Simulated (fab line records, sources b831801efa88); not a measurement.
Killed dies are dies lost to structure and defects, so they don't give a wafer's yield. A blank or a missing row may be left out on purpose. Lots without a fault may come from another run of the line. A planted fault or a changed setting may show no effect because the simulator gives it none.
Chamber matching | flow gf180mcu | GF_V3_ETCH_16 on rie_diel-04: 4 sister chambers
The step etches BARC in N2/H2. 8 wafers are shown with their chamber, then 10 later ones without.

WAFERS WITH THEIR CHAMBER
wafer  | chamber | throttle_valve_pct (%) | oes_product_au (a.u.)
L077.5 | 3       | 13.244                 | 0.856
L085.3 | 3       | 13.221                 | 0.860
L086.4 | 0       | 13.217                 | 0.861
L086.5 | 0       | 13.214                 | 0.861
L088.4 | 1       | 13.216                 | 0.858
L088.6 | 2       | 13.228                 | 0.852
L091.1 | 2       | 13.214                 | 0.855
L091.2 | 1       | 13.227                 | 0.855

WAFERS WITHOUT THEIR CHAMBER
wafer  | throttle_valve_pct (%) | oes_product_au (a.u.)
L091.3 | 13.230                 | 0.855
L091.4 | 13.227                 | 0.847
L091.5 | 13.222                 | 0.858
L091.6 | 13.216                 | 0.856
L093.1 | 13.230                 | 0.855
L093.2 | 13.223                 | 0.858
L093.5 | 13.225                 | 0.852
L094.2 | 13.204                 | 0.858
L094.3 | 13.232                 | 0.857
L094.6 | 13.222                 | 0.855

WHICH CHAMBER EACH WENT THROUGH
wafer  | from the rows above               | in truth
L091.3 | can't be placed: 1 or 2 or 3      | 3
L091.4 | can't be placed: 2 or 1           | 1
L091.5 | can't be placed: 1 or 3 or 0 or 2 | 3
L091.6 | can't be placed: 1 or 2 or 3 or 0 | 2
L093.1 | can't be placed: 1 or 2 or 3      | 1
L093.2 | can't be placed: 1 or 3 or 0 or 2 | 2
L093.5 | can't be placed: 2 or 1           | 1
L094.2 | can't be placed: 0 or 1 or 2 or 3 | 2
L094.3 | can't be placed: 3 or 1 or 2      | 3
L094.6 | can't be placed: 1 or 2 or 3      | 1
Placed correctly: 0 of 10. Can't be placed from these rows: 10 (the true chamber is among the candidates in 10). Placed wrongly: 0.
How it was worked out, from the rows above alone: a wafer's distance from a chamber is the root of the sum, over the readings, of the square of ((its reading less the chamber's mean) divided by the reading's scatter). The wafer belongs to the nearest chamber; if the next one is less than 2 further off, it can't be placed. A chamber's mean is the mean of its shown wafers. The scatter: the root of (the sum of the squares of (reading less its chamber's mean) over the shown wafers, divided by (wafers less chambers)).
